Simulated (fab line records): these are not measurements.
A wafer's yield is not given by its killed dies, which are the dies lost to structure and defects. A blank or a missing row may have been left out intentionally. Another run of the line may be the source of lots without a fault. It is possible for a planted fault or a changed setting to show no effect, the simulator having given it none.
fab line records | flow gf180mcu
[record] lots = 6 wafers = 18 last_day = 34
route steps=602 shown CONTACT@306 M1@315
lots that met no fault: taken from a fault-free run of the same line
start_h: hours from the record's opening day to when the first of the lot's shown wafers began | wait_h: hours elapsed since this lot's preceding step | " the same as in the row above | L1.1+2: one row covering several wafers at once | - either no value or no given start | * or withheld: withheld | < > ~ a bound
route shown NAME@n: a module of which the file shows steps, and the number in the route of the first | usual: average and standard deviation across the fault-free wafers | same: alike in all rows | chamber/n: place in a boat | sites: readings site by site | _std_site: standard deviation across them | _edge_site: inner sites' mean taken away from outer sites' mean | radius_mm: for every site, how far away it sits from the centre of the wafer | mask NAME#n: copy n | behind: tool/chamber where the wafer was last shaped | hold: cause of the lot's hold/its duration in hours/its outcome | device: whichever transistor did not switch (one of n, p or np) | end of line: the route-end tests of the same wafers | step lacking rows: just its recipe | killed: at the first sort, the dies lost to defects and structure; wafer yield is something else | map: shows each die of a wafer: x if killed, . if not, _ if none is there
set.NAME: the setting the step ran with; set.NAME@STEP: the setting that earlier step ran with | model.NAME: the simulator's own value behind a step, which no gauge read
certain route steps with their lots: each step a table, each wafer a row
services: a tool's chamber out of use, with start hour (start_h, from the record's first day; less than 0 if before it), hours out, and reason
[[steps]]
[step GF_CONTACT_CLEAN_19]
[recipe] chemistry = SPM
[step GF_CONTACT_CLEAN_20]
[recipe] chemistry = DIW
[step GF_CONTACT_CLEAN_21]
[recipe] chemistry = dHF time_s = 20 dilution = 100:1 dry = ipa_marangoni
[step GF_CONTACT_SPUTTER_22]
[recipe] material = Ti target_thk_nm = 15 chamber_pressure_pa = 5 power_w = 2500 substrate_temp_c = 200 time_s = 80.02
[usual] throttle_valve_pct = 29.8/1.1
// columns lot.wafer tool chamber start_h wait_h throttle_valve_pct
L642.3 pvd_sputter-04 - 416.32 0.0 29.9
L642.4 " - " " 30.5
L642.5 " - " " 31.6
L646.2 pvd_sputter-01 - 454.46 0.0 29.7
L646.5 " - " " 30.7
L646.6 " - " " 30.1
L647.1 pvd_sputter-01 - 458.92 0.0 29.6
L647.2 " - " " 30.9
L647.4 " - " " 29.6
L654.3 pvd_sputter-04 - 520.29 0.0 28.6
L654.4 " - " " 31.7
L654.6 " - " " 31.7
L657.2 pvd_sputter-02 - 544.05 0.0 30.6
L657.4 " - " " 29.4
L657.5 " - " " 28.3
L658.1 pvd_sputter-04 - 549.26 0.0 31.5
L658.2 " - " " 30.5
L658.6 " - " " 31.8
[step GF_CONTACT_SPUTTER_23]
[recipe] material = TiN target_thk_nm = 10 chamber_pressure_pa = 5 power_w = 4000 time_s = 40
[usual] throttle_valve_pct = 29.8/1.1
// columns lot.wafer tool chamber start_h wait_h throttle_valve_pct
L642.3 pvd_sputter-04 - 416.38 0.0 29.9
L642.4 " - " " 30.5
L642.5 " - " " 31.8
L646.2 pvd_sputter-01 - 454.52 0.0 29.4
L646.5 " - " " 30.7
L646.6 " - " " 30.0
L647.1 pvd_sputter-01 - 458.98 0.0 29.7
L647.2 " - " " 30.9
L647.4 " - " " 30.0
L654.3 pvd_sputter-04 - 520.36 0.0 28.3
L654.4 " - " " 31.5
L654.6 " - " " 31.5
L657.2 pvd_sputter-02 - 544.11 0.0 30.6
L657.4 " - " " 29.3
L657.5 " - " " 28.6
L658.1 pvd_sputter-04 - 549.33 0.0 31.4
L658.2 " - " " 30.6
L658.6 " - " " 31.6
[step GF_CONTACT_CVD_24]
[recipe] material = W target_thk_nm = 300 time_s = 90.339 temp_c = 400 pressure_torr = 40
[step GF_CONTACT_RS_MEAS_25]
[recipe] thk_meas_gauge = four-point-probe reads = W_of_CONTACT_CVD_24+TiN_of_CONTACT_SPUTTER_23+Ti_of_CONTACT_SPUTTER_22
[usual] CONTACT_W_RS = 0.385/0.0061
// columns lot.wafer tool chamber start_h wait_h CONTACT_W_RS[ohm/sq]
L642.3 film_metro-04 - 416.56 0.1 0.395
L642.4 " - " " 0.393
L642.5 " - " " 0.395
L646.2 film_metro-03 - 454.68 0.1 0.380
L646.5 " - " " 0.383
L646.6 " - " " 0.376
L647.1 film_metro-01 - 459.42 0.4 0.387
L647.2 " - " " 0.383
L647.4 " - " " 0.385
L654.3 film_metro-03 - 520.53 0.1 0.391
L654.4 " - " " 0.386
L654.6 " - " " 0.391
L657.2 film_metro-04 - 544.27 0.1 0.379
L657.4 " - " " 0.382
L657.5 " - " " 0.378
L658.1 film_metro-03 - 549.46 0.1 0.382
L658.2 " - " " 0.386
L658.6 " - " " 0.384
[step GF_CONTACT_THK_MEAS_26]
[recipe] thk_meas_gauge = xrf reads = W_of_CONTACT_CVD_24
[usual] CONTACT_W_THK = 299/5.1
// columns lot.wafer tool chamber start_h wait_h CONTACT_W_THK[nm]
L642.3 film_metro-04 - 416.66 0.1 292
L642.4 " - " " 293
L642.5 " - " " 289
L646.2 film_metro-03 - 454.79 0.1 301
L646.5 " - " " 301
L646.6 " - " " 304
L647.1 film_metro-01 - 459.54 0.1 301
L647.2 " - " " 305
L647.4 " - " " 302
L654.3 film_metro-03 - 520.63 0.1 294
L654.4 " - " " 299
L654.6 " - " " 294
L657.2 film_metro-04 - 544.38 0.1 305
L657.4 " - " " 302
L657.5 " - " " 304
L658.1 film_metro-03 - 549.58 0.1 302
L658.2 " - " " 297
L658.6 " - " " 298
[step GF_CONTACT_CMP_27]
[recipe] stop_on = SiO2 down_force_psi = 3.5 platen_rpm = 60 t_overpolish_s = 15 target_thk_nm = 0 pad_velocity_m_s = 0.94248
[step GF_M1_SPUTTER_00]
[recipe] material = Ti target_thk_nm = 37.5 arriving_ion_energy_ev = 80 substrate_temp_c = 200 chamber_pressure_pa = 2 power_w = 4000 time_s = 150
[step GF_M1_SPUTTER_01]
[recipe] material = TiN target_thk_nm = 30 power_w = 6500 time_s = 25 chamber_pressure_pa = 0.4
[usual] throttle_valve_pct = 30.0/1
// columns lot.wafer tool chamber start_h wait_h throttle_valve_pct
L642.3 pvd_sputter-03 - 417.10 0.1 29.4
L642.4 " - " " 30.9
L642.5 " - " " 31.4
L646.2 pvd_sputter-04 - 455.24 0.1 28.4
L646.5 " - " " 31.5
L646.6 " - " " 30.6
L647.1 pvd_sputter-04 - 460.00 0.1 28.4
L647.2 " - " " 30.5
L647.4 " - " " 31.7
L654.3 pvd_sputter-02 - 521.07 0.1 28.6
L654.4 " - " " 28.4
L654.6 " - " " 30.6
L657.2 pvd_sputter-04 - 544.83 0.1 31.5
L657.4 " - " " 28.5
L657.5 " - " " 31.3
L658.1 pvd_sputter-02 - 550.04 0.1 30.5
L658.2 " - " " 28.5
L658.6 " - " " 30.7
[step GF_M1_SPUTTER_02]
[recipe] material = AlCu target_thk_nm = 450 power_w = 10600 time_s = 23.9 chamber_pressure_pa = 0.4
[usual] throttle_valve_pct = 30.0/1
// columns lot.wafer tool chamber start_h wait_h throttle_valve_pct
L642.3 pvd_sputter-03 - 417.13 0.0 29.7
L642.4 " - " " 30.5
L642.5 " - " " 31.5
L646.2 pvd_sputter-04 - 455.27 0.0 28.3
L646.5 " - " " 31.5
L646.6 " - " " 30.4
L647.1 pvd_sputter-04 - 460.03 0.0 28.6
L647.2 " - " " 30.7
L647.4 " - " " 31.6
L654.3 pvd_sputter-02 - 521.11 0.0 28.6
L654.4 " - " " 28.5
L654.6 " - " " 30.5
L657.2 pvd_sputter-04 - 544.86 0.0 31.8
L657.4 " - " " 28.5
L657.5 " - " " 31.6
L658.1 pvd_sputter-02 - 550.08 0.0 30.2
L658.2 " - " " 28.5
L658.6 " - " " 30.4
[step GF_M1_SPUTTER_03]
[recipe] material = Ti target_thk_nm = 10 substrate_temp_c = 300 chamber_pressure_pa = 0.3 power_w = 3000 time_s = 6.7
[usual] throttle_valve_pct = 30.0/1.1
// columns lot.wafer tool chamber start_h wait_h throttle_valve_pct model.Ti_of_M1_SPUTTER_03.thk_nm
L642.3 pvd_sputter-03 - 417.16 0.0 29.7 9.926
L642.4 " - " " 30.8 9.913
L642.5 " - " " 31.6 9.746
L646.2 pvd_sputter-04 - 455.30 0.0 28.3 13.12
L646.5 " - " " 31.6 13.3
L646.6 " - " " 30.5 9.989
L647.1 pvd_sputter-04 - 460.06 0.0 28.3 13.01
L647.2 " - " " 30.5 12.74
L647.4 " - " " 31.8 10.07
L654.3 pvd_sputter-02 - 521.14 0.0 28.5 9.823
L654.4 " - " " 28.5 9.751
L654.6 " - " " 30.5 10.12
L657.2 pvd_sputter-04 - 544.89 0.0 31.8 10.06
L657.4 " - " " 28.5 9.733
L657.5 " - " " 31.4 10.08
L658.1 pvd_sputter-02 - 550.10 0.0 30.6 10.31
L658.2 " - " " 28.5 10.22
L658.6 " - " " 30.7 10.26
[step GF_M1_SPUTTER_04]
[recipe] material = TiN target_thk_nm = 50 power_w = 6500 time_s = 41.7 chamber_pressure_pa = 0.4
[usual] throttle_valve_pct = 30.0/1
// columns lot.wafer tool chamber start_h wait_h throttle_valve_pct
L642.3 pvd_sputter-03 - 417.18 0.0 29.6
L642.4 " - " " 30.7
L642.5 " - " " 31.6
L646.2 pvd_sputter-04 - 455.32 0.0 28.4
L646.5 " - " " 31.5
L646.6 " - " " 30.3
L647.1 pvd_sputter-04 - 460.08 0.0 28.5
L647.2 " - " " 30.3
L647.4 " - " " 31.7
L654.3 pvd_sputter-02 - 521.16 0.0 28.6
L654.4 " - " " 28.2
L654.6 " - " " 30.5
L657.2 pvd_sputter-04 - 544.91 0.0 31.8
L657.4 " - " " 28.6
L657.5 " - " " 31.7
L658.1 pvd_sputter-02 - 550.13 0.0 30.5
L658.2 " - " " 28.3
L658.6 " - " " 30.6
[[services]]
// columns tool chamber start_h hours kind
pvd_sputter-03 3 430.73 - consumable_replace:kit
pvd_sputter-03 3 430.73 18.0 scheduled_down
pvd_sputter-03 3 430.73 18.0 vent_cycle
pvd_sputter-04 2 469.83 - consumable_replace:kit
pvd_sputter-04 2 469.83 18.0 scheduled_down
pvd_sputter-04 2 469.83 18.0 vent_cycle
pvd_sputter-03 - 474.38 5.7 repair
pvd_sputter-01 - 494.22 2.5 repair
pvd_sputter-02 1 514.65 - consumable_replace:kit
pvd_sputter-02 1 514.65 18.0 scheduled_down
pvd_sputter-02 1 514.65 18.0 vent_cycle
pvd_sputter-02 - 546.71 1.0 repair
pvd_sputter-04 - 548.40 0.5 repair
[[key]]
first_sign none at tools or gauges
[model_effect] step = GF_M1_SPUTTER_03 value = Ti_of_M1_SPUTTER_03.thk_nm without = 9.969 struck = 13.04
met_at GF_M1_SPUTTER_03
struck_wafers L646.2,L646.5,L647.1,L647.2
[fault] kind = process_parameter_drift tool = pvd_sputter-04 chamber = - onset_h = 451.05 steps = GF_M1_SPUTTER_03 channel = target_thk_nm offset = 3.0748 shape = step end_h = 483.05 scope = struck_wafers_only acts_in = these_recipes_only stated = 10
